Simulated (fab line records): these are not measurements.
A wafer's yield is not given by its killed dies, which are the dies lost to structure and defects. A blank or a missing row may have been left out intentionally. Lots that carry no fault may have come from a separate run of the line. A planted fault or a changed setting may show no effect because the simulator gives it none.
fab line records ; flow sky130
record: lots: 6; wafers: 18; last_day: 50
route steps=708 shown VT_ADJUST_PCH@151 SONOS_TUNNEL@154 PAD_OPEN@708
lots that met no fault: from a run of the same line without faults
start_h: the number of hours between the record's first day and the start of the first shown wafer of the lot ; wait_h: hours elapsed since this lot's preceding step ; " unchanged from the row above ; L1.1+2: a single row standing in for several wafers ; - either no value or no given start ; * or withheld: withheld ; < > ~ a bound
route shown NAME@n: a module of which the file shows steps, and the number in the route of the first ; usual: mean/standard deviation taken from wafers without a fault ; same: alike in all rows ; chamber/n: place in a boat ; sites: each site's reading ; _std_site: how widely they spread, as a standard deviation ; _edge_site: mean of outer sites minus mean of inner sites ; radius_mm: for every site, how far away it sits from the centre of the wafer ; mask NAME#n: copy n ; behind: the last tool/chamber to shape the wafer ; hold: why the lot went on hold/how many hours it stayed there/how the hold came to an end ; device: names the non-switching transistor (n, p or np) ; end of line: the route-end tests of the same wafers ; a step given without rows: its recipe and nothing more ; killed: count of dies lost to structure and defects at first sort (not the wafer's yield) ; map: per-die view of a wafer (x killed, . not killed, _ where there is no die)
set.NAME: the setting as run; set.NAME@STEP: as run at that earlier step ; model.NAME: the simulator's own value behind a step, which no gauge read
lots at some steps of the route; a table a step, a row a wafer
services: when a tool's chamber went out of use (start_h, in hours from the record's first day, below 0 if earlier), for how many hours, and the reason
== steps ==
step: SKY_VT_ADJUST_PCH_IMPLANT_08
recipe: species: B; energy_kev: 10; dose_cm2: 5e+11; tilt_deg: withheld
step: SKY_VT_ADJUST_PCH_STRIP_09
recipe: chemistry: O2/N2; power_w: 1400; pressure_mtorr: 1500; platen_temp_c: withheld; o2_flow_sccm: 3000; n2_flow_sccm: 300; overash_fraction: 0.5
usual: drypump_motor_current_A: 5.7/0.38; oes_product_au: 0.722/0.0043; strip_time_to_endpoint_s: 36.93/0.097
lot.wafer;tool;chamber;start_h;wait_h;drypump_motor_current_A;oes_product_au;rf_hours_counter_h;strip_time_to_endpoint_s
L226.1;plasma_asher-04;0;230.31;0.1;5.8;0.723;53;37.06
L226.4;plasma_asher-04;0;230.31;0.1;5.8;0.721;-;37.10
L226.5;plasma_asher-04;0;230.31;0.1;5.8;0.720;-;37.18
L232.1;plasma_asher-01;1;273.21;0.1;5.9;0.725;55;36.85
L232.2;plasma_asher-01;0;273.21;0.1;5.9;0.726;55;36.83
L232.4;plasma_asher-01;0;273.21;0.1;5.8;0.726;-;36.79
L239.2;plasma_asher-03;0;332.56;0.1;4.9;0.714;53;36.85
L239.5;plasma_asher-03;1;332.56;0.1;5.8;0.720;-;36.88
L239.6;plasma_asher-03;0;332.56;0.1;4.9;0.726;-;36.85
L240.3;plasma_asher-03;0;340.59;0.1;4.9;0.722;-;36.89
L240.4;plasma_asher-03;1;340.59;0.1;5.8;0.723;-;36.93
L240.5;plasma_asher-03;1;340.59;0.1;5.8;0.723;-;36.88
L246.1;plasma_asher-01;1;380.26;0.1;5.9;0.717;64;37.02
L246.2;plasma_asher-01;0;380.26;0.1;5.9;0.721;64;36.96
L246.3;plasma_asher-01;1;380.26;0.1;5.9;0.728;-;36.75
L247.1;plasma_asher-01;1;398.06;0.1;5.9;0.719;66;36.91
L247.3;plasma_asher-01;1;398.06;0.1;5.9;0.725;-;36.90
L247.5;plasma_asher-01;1;398.06;0.1;5.9;0.725;-;36.94
step: SKY_VT_ADJUST_PCH_TW_MEAS_10
usual: VT_ADJUST_PCH_TW: 143.6/1.1
lot.wafer;tool;chamber;start_h;wait_h;VT_ADJUST_PCH_TW
L226.1;film_metro-03;-;230.41;0.1;142.6
L226.4;film_metro-03;-;230.41;0.1;142.1
L226.5;film_metro-03;-;230.41;0.1;142.4
L232.1;film_metro-04;-;273.31;0.1;143.5
L232.2;film_metro-04;-;273.31;0.1;143.2
L232.4;film_metro-04;-;273.31;0.1;143.0
L239.2;film_metro-03;-;332.67;0.1;143.0
L239.5;film_metro-03;-;332.67;0.1;142.7
L239.6;film_metro-03;-;332.67;0.1;142.7
L240.3;film_metro-02;-;340.68;0.1;144.5
L240.4;film_metro-02;-;340.68;0.1;144.6
L240.5;film_metro-02;-;340.68;0.1;143.6
L246.1;film_metro-02;-;380.36;0.1;144.7
L246.2;film_metro-02;-;380.36;0.1;144.0
L246.3;film_metro-02;-;380.36;0.1;143.9
L247.1;film_metro-03;-;398.16;0.1;141.9
L247.3;film_metro-03;-;398.16;0.1;142.0
L247.5;film_metro-03;-;398.16;0.1;142.1
step: SKY_SONOS_TUNNEL_DEHYDRATE_00
recipe: temp_c: 200; time_s: 60
step: SKY_SONOS_TUNNEL_HMDS_01
recipe: prime_time_s: 60; prime_temp_c: 120
step: SKY_SONOS_TUNNEL_COAT_02
recipe: resist: NOVOLAK; spin_rpm: 3000; resist_thk_nm: 1140
step: SKY_SONOS_TUNNEL_SOFTBAKE_03
recipe: temp_c: 90; time_s: 60; resist: NOVOLAK
step: SKY_SONOS_TUNNEL_EXPOSE_04
recipe: mask_id: TUNM; na: 0.6; source_shape: conventional; sigma_outer: 0.6; polarization: unpolarized; target_cd_nm: 410; dose_mj: 136
step: SKY_SONOS_TUNNEL_PEB_05
recipe: temp_c: withheld; time_s: *; resist: NOVOLAK
step: SKY_SONOS_TUNNEL_DEVELOP_06
recipe: resist: NOVOLAK; developer: TMAH; develop_time_s: 60; dev_temp_c: 23
step: SKY_SONOS_TUNNEL_CD_MEAS_07
recipe: target_cd_nm: 410
usual: cd_nm: 408.8/2.4
lot.wafer;tool;chamber;start_h;wait_h;cd_nm
L226.1;cd_sem-02;-;253.58;0.1;409.2
L226.4;cd_sem-02;-;253.58;0.1;410.6
L226.5;cd_sem-02;-;253.58;0.1;411.5
L232.1;cd_sem-01;-;297.82;0.1;408.3
L232.2;cd_sem-01;-;297.82;0.1;409.2
L232.4;cd_sem-01;-;297.82;0.1;409.5
L239.2;cd_sem-02;-;359.84;0.1;407.7
L239.5;cd_sem-02;-;359.84;0.1;407.8
L239.6;cd_sem-02;-;359.84;0.1;406.8
L240.3;cd_sem-01;-;368.82;0.1;407.7
L240.4;cd_sem-01;-;368.82;0.1;406.9
L240.5;cd_sem-01;-;368.82;0.1;404.5
L246.1;cd_sem-01;-;409.43;0.1;408.7
L246.2;cd_sem-01;-;409.43;0.1;408.1
L246.3;cd_sem-01;-;409.43;0.1;407.5
L247.1;cd_sem-01;-;427.83;0.1;406.0
L247.3;cd_sem-01;-;427.83;0.1;407.4
L247.5;cd_sem-01;-;427.83;0.1;409.3
step: SKY_SONOS_TUNNEL_OVL_MEAS_08
usual: SONOS_TUNNEL_OVL: 0.1/1.3
lot.wafer;tool;chamber;start_h;wait_h;SONOS_TUNNEL_OVL[nm]
L226.1;overlay-02;-;253.70;0.1;2.2
L226.4;overlay-02;-;253.70;0.1;0.7
L226.5;overlay-02;-;253.70;0.1;0.6
L232.1;overlay-02;-;297.94;0.1;-1.0
L232.2;overlay-02;-;297.94;0.1;-1.3
L232.4;overlay-02;-;297.94;0.1;-3.0
L239.2;overlay-01;-;359.95;0.1;0.3
L239.5;overlay-01;-;359.95;0.1;0.2
L239.6;overlay-01;-;359.95;0.1;-0.5
L240.3;overlay-02;-;368.91;0.1;0.0
L240.4;overlay-02;-;368.91;0.1;2.3
L240.5;overlay-02;-;368.91;0.1;2.2
L246.1;overlay-02;-;409.55;0.1;-0.2
L246.2;overlay-02;-;409.55;0.1;0.5
L246.3;overlay-02;-;409.55;0.1;0.9
L247.1;overlay-01;-;427.95;0.1;0.5
L247.3;overlay-01;-;427.95;0.1;-0.6
L247.5;overlay-01;-;427.95;0.1;-1.2
step: SKY_SONOS_TUNNEL_IMPLANT_09
recipe: species: B; energy_kev: 20; dose_cm2: 1e+12; tilt_deg: withheld
usual: dose_ions_cm2: 1.0001e+12/1.3e+09; faraday_current_uA: 5.64/0.11
lot.wafer;tool;chamber;start_h;wait_h;dose_ions_cm2;faraday_current_uA
L226.1;implanter-02;0;253.73;0.0;1.0025e+12;5.78
L226.4;implanter-02;0;253.73;0.0;1.0009e+12;5.48
L226.5;implanter-02;0;253.73;0.0;1.0002e+12;5.54
L232.1;implanter-02;0;297.98;0.0;9.994e+11;5.77
L232.2;implanter-02;0;297.98;0.0;1.0001e+12;5.75
L232.4;implanter-02;0;297.98;0.0;1.0008e+12;5.63
L239.2;implanter-02;0;360.00;0.0;1.1218e+12;6.26
L239.5;implanter-02;0;360.00;0.0;1.1244e+12;6.13
L239.6;implanter-02;0;360.00;0.0;1.1246e+12;6.46
L240.3;implanter-02;0;369.03;0.1;1.1266e+12;6.25
L240.4;implanter-02;0;369.03;0.1;1.1253e+12;6.28
L240.5;implanter-02;0;369.03;0.1;1.1246e+12;6.30
L246.1;implanter-03;0;409.58;0.0;1e+12;5.68
L246.2;implanter-03;0;409.58;0.0;1.0001e+12;5.47
L246.3;implanter-03;0;409.58;0.0;9.989e+11;5.81
L247.1;implanter-02;0;427.98;0.0;1.0013e+12;5.54
L247.3;implanter-02;0;427.98;0.0;1.0028e+12;5.78
L247.5;implanter-02;0;427.98;0.0;1.0015e+12;5.66
step: SKY_SONOS_TUNNEL_WET_ETCH_10
recipe: chemistry: dHF; target_depth_nm: 14; target: SiO2; dilution: 100:1; temp_c: 25; time_s: 280
step: SKY_SONOS_TUNNEL_STRIP_11
recipe: chemistry: SPM; time_s: 600; temp_c: 130
step: SKY_SONOS_TUNNEL_TW_MEAS_12
usual: SONOS_TUNNEL_TW: 199.4/1.7
lot.wafer;tool;chamber;start_h;wait_h;SONOS_TUNNEL_TW
L226.1;film_metro-04;-;254.15;0.0;197.2
L226.4;film_metro-04;-;254.15;0.0;198.7
L226.5;film_metro-04;-;254.15;0.0;198.6
L232.1;film_metro-04;-;298.39;0.0;198.6
L232.2;film_metro-04;-;298.39;0.0;199.3
L232.4;film_metro-04;-;298.39;0.0;199.0
L239.2;film_metro-03;-;360.40;0.0;204.4
L239.5;film_metro-03;-;360.40;0.0;203.1
L239.6;film_metro-03;-;360.40;0.0;203.7
L240.3;film_metro-01;-;369.41;0.0;206.8
L240.4;film_metro-01;-;369.41;0.0;207.3
L240.5;film_metro-01;-;369.41;0.0;207.3
L246.1;film_metro-04;-;410.00;0.0;199.8
L246.2;film_metro-04;-;410.00;0.0;198.5
L246.3;film_metro-04;-;410.00;0.0;198.4
L247.1;film_metro-04;-;428.57;0.0;198.8
L247.3;film_metro-04;-;428.57;0.0;199.3
L247.5;film_metro-04;-;428.57;0.0;200.0
step: SKY_SONOS_TUNNEL_CLEAN_13
recipe: chemistry: dHF; time_s: 20; dilution: 100:1; dry: ipa_marangoni
step: SKY_PAD_OPEN_PROBE_99
usual: killed_at_M0_to_M3: 44/7.7; killed_at_M4_up: 3.2/1.7; killed_at_contacts: 24/5.3; killed_at_front_end: 15/4.3; killed_at_other: 0.3/0.57; killed_dies: 87/11; killed_open: 47/7.4; killed_short: 40/6.5
same: gross_dies: 492; killed_at_back_side: 0
lot.wafer;tool;chamber;start_h;wait_h;killed_at_M0_to_M3;killed_at_M4_up;killed_at_contacts;killed_at_front_end;killed_at_other;killed_dies;killed_open;killed_short
L226.1;prober-01;-;1079.19;0.1;46;0;20;16;0;82;52;30
L226.4;prober-01;-;1079.34;0.2;60;5;24;18;0;107;62;44
L226.5;prober-01;-;1079.39;0.2;27;3;14;13;0;57;26;31
L246.1;prober-01;-;1187.97;0.1;43;2;27;14;0;86;52;33
L246.2;prober-01;-;1188.02;0.1;35;0;17;11;0;63;31;31
L246.3;prober-01;-;1188.07;0.2;35;3;16;16;0;70;39;30
killed by level:class
L226.1 CONTACT:geometric_particle:open=11 VIA3:geometric_particle:open=10 VIA2:geometric_particle:open=8 METAL1:geometric_particle:short=6 VIA1:geometric_particle:open=6 POLY_GATE:geometric_particle:short=5 METAL2:geometric_particle:short=5 FIELD_ISO:geometric_particle:short=4
L226.4 VIA1:geometric_particle:open=18 VIA3:geometric_particle:open=11 LI_CONTACT:geometric_particle:open=7 CONTACT:geometric_particle:open=7 VIA2:geometric_particle:open=7 METAL3:geometric_particle:short=6 FIELD_ISO:geometric_particle:short=5 FIELD_ISO:geometric_particle:open=5
L226.5 CONTACT:geometric_particle:open=7 VIA1:geometric_particle:short=7 METAL3:geometric_particle:short=5 FIELD_ISO:geometric_particle:open=3 VIA1:geometric_particle:open=3 LOCAL_INTERCONNECT:geometric_particle:short=3 CONTACT:geometric_particle:short=3 VIA2:geometric_particle:open=3
L246.1 VIA1:geometric_particle:open=14 LI_CONTACT:geometric_particle:open=12 VIA2:geometric_particle:open=7 LOCAL_INTERCONNECT:geometric_particle:short=5 METAL1:geometric_particle:short=5 CONTACT:geometric_particle:open=4 VIA3:geometric_particle:open=4 POLY_GATE:geometric_particle:open=3
L246.2 VIA3:geometric_particle:open=7 FIELD_ISO:geometric_particle:short=6 CONTACT:geometric_particle:short=5 CONTACT:geometric_particle:open=5 VIA1:geometric_particle:open=5 VIA2:geometric_particle:open=5 POLY_GATE:geometric_particle:open=4 LI_CONTACT:geometric_particle:open=4
L246.3 VIA1:geometric_particle:open=9 LI_CONTACT:geometric_particle:open=7 METAL1:geometric_particle:short=6 FIELD_ISO:geometric_particle:short=5 POLY_GATE:geometric_particle:open=5 VIA2:geometric_particle:open=5 VIA3:geometric_particle:open=5 CONTACT:geometric_particle:short=4
== services ==
tool;chamber;start_h;hours;kind
implanter-03;-;216.51;4.9;repair
implanter-02;-;262.81;0.6;repair
plasma_asher-03;-;266.13;1.1;repair
plasma_asher-01;-;277.44;0.5;repair
plasma_asher-03;-;288.44;2.5;repair
implanter-03;-;311.34;8.9;repair
plasma_asher-01;-;334.95;8.4;repair
implanter-03;-;375.64;0.8;repair
implanter-03;-;383.86;6.3;pm
plasma_asher-03;-;418.12;2.8;pm
plasma_asher-04;-;421.25;9.0;pm
plasma_asher-04;0;421.25;9.0;vent_cycle
plasma_asher-04;1;421.25;9.0;vent_cycle
implanter-03;-;423.91;2.5;repair
== key ==
first_sign: step: SKY_SONOS_TUNNEL_IMPLANT_09; reading: dose_ions_cm2; direction: up; sigmas: 98; usual: *; struck: *
effect: step: SKY_SONOS_TUNNEL_IMPLANT_09; reading: faraday_current_uA; direction: up; sigmas: 6; usual: 5.64; struck: 6.28
effect: step: SKY_SONOS_TUNNEL_TW_MEAS_12; reading: SONOS_TUNNEL_TW; direction: up; sigmas: 3.6; usual: 199.4; struck: 205.4
met_at SKY_SONOS_TUNNEL_IMPLANT_09
struck_wafers L239.2,L239.5,L239.6,L240.3,L240.4,L240.5
tester_left_out L239,L240
onset_between 297.98 360.00
fault: kind: process_parameter_drift; tool: implanter-02; chamber: -; onset_h: 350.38; steps: SKY_SONOS_TUNNEL_IMPLANT_09; channel: dose_cm2; offset: *; shape: step; end_h: 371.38; acts_in: *; stated: *
tester_left_out: of these lots the tester's yield and bins aren't shown, on N5 and GAA mostly nor the transistor test; their killed dies are dies lost to structure and defects alone, not to doping, threshold or leakage, so they don't give the yield
